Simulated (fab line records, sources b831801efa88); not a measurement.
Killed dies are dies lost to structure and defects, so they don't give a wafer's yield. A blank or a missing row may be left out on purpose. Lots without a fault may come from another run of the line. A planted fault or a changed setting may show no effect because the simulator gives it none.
Which tool did it? | flow sky130 | 11 lots, 33 wafers sampled, at 5 steps of a route of 708

WHAT THE GAUGES READ, wafer by wafer
SKY_FIELD_ISO_THK_MEAS_04. Usual: FIELD_ISO_CVD_03_THK 164.8 nm, standard deviation 1.4.
lot  | measured    | on            | FIELD_ISO_CVD_03_THK (nm) | flag
L771 | day 1 14:32 | film_metro-03 | 165.8 164.7 167.4         |
L772 | day 1 19:23 | film_metro-02 | 167.1 167.9 166.2         |
L782 | day 3 22:35 | film_metro-03 | 164.3 163.1 162.1         |
L783 | day 4 02:11 | film_metro-03 | 163.8 162.0 162.7         |
L785 | day 4 11:34 | film_metro-03 | 167.0 165.1 165.6         |
L787 | day 4 22:06 | film_metro-02 | 164.4 165.1 165.0         |
L789 | day 5 07:56 | film_metro-04 | 166.6 165.9 165.2         |
L790 | day 5 14:29 | film_metro-02 | 163.6 164.8 163.9         |
L791 | day 5 17:39 | film_metro-04 | 163.7 163.2 165.5         |
L792 | day 5 23:25 | film_metro-04 | 166.5 167.1 165.7         |
L794 | day 6 10:49 | film_metro-04 | 164.7 163.1 164.2         |

SKY_FIELD_ISO_CD_MEAS_13: target cd 150 nm. Usual: cd_nm 149.8 nm, standard deviation 1.4.
lot  | measured    | on        | cd_nm (nm)        | flag
L771 | day 2 04:45 | cd_sem-01 | 151.7 151.2 149.4 |
L772 | day 2 10:27 | cd_sem-02 | 148.9 150.4 151.7 |
L782 | day 4 15:28 | cd_sem-01 | 150.8 148.6 150.1 |
L783 | day 4 18:40 | cd_sem-02 | 153.4 150.1 150.4 |
L785 | day 5 04:56 | cd_sem-02 | 150.6 150.5 150.6 |
L787 | day 5 15:52 | cd_sem-02 | 148.3 150.4 149.3 |
L789 | day 6 02:01 | cd_sem-01 | 148.0 149.6 148.9 |
L790 | day 6 09:21 | cd_sem-02 | 152.0 150.2 150.1 |
L791 | day 6 12:32 | cd_sem-01 | 152.1 152.5 151.9 |
L792 | day 6 17:18 | cd_sem-01 | 149.0 150.5 148.5 |
L794 | day 7 05:31 | cd_sem-02 | 153.1 150.6 151.1 |

SKY_CONTACT_THK_MEAS_01. Usual: CONTACT_CVD_00_THK 75.3 nm, standard deviation 0.96.
lot  | measured     | on            | CONTACT_CVD_00_THK (nm) | flag
L771 | day 30 02:15 | film_metro-02 | 73.8 75.9 75.2          |
L772 | day 30 12:11 | film_metro-02 | 74.5 76.0 76.3          |
L782 | day 34 05:21 | film_metro-03 | 73.4 26.8 74.5          | OFF
L783 | day 34 15:36 | film_metro-03 | 74.0 75.8 75.9          |
L785 | day 35 02:53 | film_metro-03 | 74.4 75.2 75.1          |
L787 | day 35 12:43 | film_metro-02 | 75.5 74.7 75.9          |
L789 | day 35 22:25 | film_metro-02 | 75.4 75.2 75.7          |
L790 | day 36 14:28 | film_metro-02 | 75.0 73.7 74.1          |
L791 | day 36 21:58 | film_metro-02 | 75.5 76.8 76.0          |
L792 | day 37 10:45 | film_metro-04 | 73.6 73.8 75.9          |
L794 | day 38 08:27 | film_metro-03 | 74.0 74.6 75.3          |

WHICH TOOL RAN EACH LOT (tool, then ch and the chambers of the sampled wafers, then the start)
lot  | SKY_FIELD_ISO_STRIP_16              | SKY_CONTACT_CVD_00
L771 | plasma_asher-01 ch 0,1, day 2 04:58 | pecvd-03 ch 0,1,2, day 30 02:13
L772 | plasma_asher-01 ch 0,1, day 2 10:40 | pecvd-02 ch 1,2, day 30 12:10
L782 | plasma_asher-04 ch 0,1, day 4 15:41 | pecvd-02 ch 0,1, day 34 05:19
L783 | plasma_asher-02 ch 0,1, day 4 18:52 | pecvd-04 ch 0,1, day 34 15:34
L785 | plasma_asher-01 ch 0,1, day 5 05:08 | pecvd-03 ch 0,1,2, day 35 02:50
L787 | plasma_asher-04 ch 1, day 5 16:04   | pecvd-03 ch 0,1, day 35 12:40
L789 | plasma_asher-04 ch 0,1, day 6 02:14 | pecvd-03 ch 0,1,2, day 35 22:23
L790 | plasma_asher-02 ch 0,1, day 6 09:34 | pecvd-03 ch 0,1, day 36 14:26
L791 | plasma_asher-01 ch 0,1, day 6 12:45 | pecvd-02 ch 0,2, day 36 21:55
L792 | plasma_asher-01 ch 0,1, day 6 17:31 | pecvd-02 ch 0,1,2, day 37 10:43
L794 | plasma_asher-02 ch 0,1, day 7 05:44 | pecvd-04 ch 0,2, day 38 08:25
- SKY_FIELD_ISO_STRIP_16: strips in O2/N2.
- SKY_CONTACT_CVD_00: deposits Si3N4, target thk 75 nm.

WHAT THE TOOLS THEMSELVES READ (means of the sampled wafers that have a number; where no wafer has one, the mark that the record gives instead)
SKY_FIELD_ISO_STRIP_16. Usual: drypump_motor_current_A 5.8 A, standard deviation 0.57; oes_product_au 0.377 a.u., standard deviation 0.0048; strip_time_to_endpoint_s 3.55 s, standard deviation 0.036.
lot  | tool            | drypump_motor_current_A (A) | oes_product_au (a.u.) | strip_time_to_endpoint_s (s) | flag
L771 | plasma_asher-01 | 5.4                         | 0.380                 | 3.58                         |
L772 | plasma_asher-01 | 5.3                         | 0.381                 | 3.56                         |
L782 | plasma_asher-04 | 6.0                         | 0.375                 | 3.50                         |
L783 | plasma_asher-02 | 5.8                         | 0.378                 | 3.50                         |
L785 | plasma_asher-01 | 5.8                         | 0.378                 | 3.53                         |
L787 | plasma_asher-04 | 5.7                         | 0.380                 | 3.55                         |
L789 | plasma_asher-04 | 6.3                         | 0.375                 | 3.59                         |
L790 | plasma_asher-02 | 5.6                         | 0.375                 | 3.50                         |
L791 | plasma_asher-01 | 5.8                         | 0.378                 | 3.59                         |
L792 | plasma_asher-01 | 5.4                         | 0.374                 | 3.55                         |
L794 | plasma_asher-02 | 5.8                         | 0.374                 | 3.55                         |

SKY_CONTACT_CVD_00. Usual: heater_power_outer_w 452 W, standard deviation 61; heater_power_w 752 W, standard deviation 79; rf_fwd_power_W 444.3 W, standard deviation 2.
lot  | tool     | heater_power_outer_w (W) | heater_power_w (W) | rf_fwd_power_W (W) | flag
L771 | pecvd-03 | 461                      | 739                | 442.6              |
L772 | pecvd-02 | 436                      | 715                | 446.3              |
L782 | pecvd-02 | 491                      | 811                | 447.4              |
L783 | pecvd-04 | 452                      | 765                | 443.2              |
L785 | pecvd-03 | 489                      | 767                | 443.5              |
L787 | pecvd-03 | 531                      | 816                | 442.8              |
L789 | pecvd-03 | 460                      | 736                | 442.1              |
L790 | pecvd-03 | 442                      | 739                | 444.0              |
L791 | pecvd-02 | 443                      | 707                | 445.3              |
L792 | pecvd-02 | 459                      | 746                | 446.1              |
L794 | pecvd-04 | 421                      | 758                | 443.5              |

THE ANSWER, worked out from the rows above alone
Rule: a lot is off if the mean of its wafers that have a number lies more than 3 standard deviations from the usual mean. A lot without any number at a reading at which 4 lots or more have one is off too. The other lots that the step has rows for count as sound. The gauges are gone through in route order, then the tools' own readings, and for those a lot's mean is taken as printed above. The first step at which some lot is off is used, and at that step the reading that is off furthest; a lot without a number counts as furthest.
Off: L782, at SKY_CONTACT_THK_MEAS_01 (CONTACT_CVD_00_THK).
A tool fits if, at a process step before that reading, it ran every lot that is off, and no sound lot after the first of them. The gauges at SKY_CONTACT_THK_MEAS_01 are tried like those tools. None of those tried fits.

WHAT THE SIMULATOR HAD PUT IN
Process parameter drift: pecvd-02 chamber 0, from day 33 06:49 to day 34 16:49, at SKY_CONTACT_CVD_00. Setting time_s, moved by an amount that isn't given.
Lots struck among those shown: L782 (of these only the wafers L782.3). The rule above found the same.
